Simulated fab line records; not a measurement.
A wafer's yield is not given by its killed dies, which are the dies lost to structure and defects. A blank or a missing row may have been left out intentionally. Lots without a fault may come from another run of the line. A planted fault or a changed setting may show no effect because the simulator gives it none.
A struck lot beside a sound one -- flow gf180mcu -- 15 out of 602 route steps
Sound: wafers L875.1, L875.4, L875.6. Struck: wafers L893.1, L893.2, L893.3. The cause is given at the end.
Per side, at each step with rows, come the tool, then ch with its chambers, and then its first start. Under that, the readings that differ: sound wafers -- struck wafers -- difference of the means -- sigmas: that difference in standard deviations of wafers without a fault.
alike: same words and numbers on both sides, and readings whose means sit less than 2 such deviations apart. not compared: any withheld reading, any reading some wafer has no value for, any bound like >300 that may hide the same value, and any number with overlapping values for which the record gives no deviation.
Wherever a step has rows on one side only, a row that says differs or no value, or a row with sigmas, the two part there. Non-overlapping numbers with no deviation appear without sigmas and do not part them. A reading that every wafer of one side lacks parts them only if that side has two wafers or more.

first, 4 steps without rows for these wafers: GF_MVPSD_SOFTBAKE_03; GF_MVPSD_EXPOSE_04 (exposes mask MVPSD, target cd 1000 nm); GF_MVPSD_PEB_05; GF_MVPSD_DEVELOP_06 (develop time 60 s).
GF_MVPSD_OVL_MEAS_07:
  sound on overlay-02, day 4 22:01; struck on overlay-01, day 9 22:14
  alike: MVPSD_OVL
then, 2 steps without rows for these wafers: GF_MVPSD_IMPLANT_08; GF_MVPSD_IMPLANT_09.
GF_MVPSD_STRIP_10: strips in O2/N2.
  sound on plasmaAsher-02 ch 0,1, day 4 22:20; struck on plasmaAsher-04 ch 0,1, day 9 22:35
reading,sound,struck,difference,sigmas
drypumpMotorCurrentA (A),5.32 5.30 5.64,6.59 5.56 6.59,+0.83,+3
  alike: heaterPowerW, oesProductAu, stripTimeToEndpointS
  not compared: rfHoursCounterH
GF_MVPSD_TW_MEAS_11:
  sound on filmMetro-01, day 4 22:26; struck on filmMetro-03, day 9 22:41
  alike: MVPSD_TW
then, 3 steps without rows for these wafers: GF_VT_IMPLANT_DEHYDRATE_00 (time 60 s); GF_VT_IMPLANT_HMDS_01 (prime time 60 s); GF_VT_IMPLANT_COAT_02 (resist thk 1000 nm).
GF_VT_IMPLANT_SOFTBAKE_03: time 60 s.
  sound on lithoTrack-03 ch 0, day 5 06:02; struck on lithoTrack-04 ch 0, day 10 08:01
reading,sound,struck,difference,sigmas
heaterPowerTotalW (W),56.61 56.55 56.62,58.32 58.38 58.33,+1.75,+37
runLengthS (s),88.77 89.07 88.63,83.84 83.79 83.79,-5.02,-19
then, 1 step without rows for these wafers: GF_VT_IMPLANT_EXPOSE_04 (exposes mask LVPWELL LV AREA, target cd 600 nm).
-- a jump in the record: the struck wafers' starts before and after are 24 days apart (it breaks off in module VT_IMPLANT and resumes in module PASSIVATION, where the first step shown is number 602 of the route) --
GF_PASSIVATION_PROBE_99:
  record: rows for the struck wafers here (prober-01, day 34 04:41), none for the sound ones

## WHERE THEY PART
At GF_MVPSD_STRIP_10 first; at GF_PASSIVATION_PROBE_99 last (within this record only).

WHY: what the simulator had put in
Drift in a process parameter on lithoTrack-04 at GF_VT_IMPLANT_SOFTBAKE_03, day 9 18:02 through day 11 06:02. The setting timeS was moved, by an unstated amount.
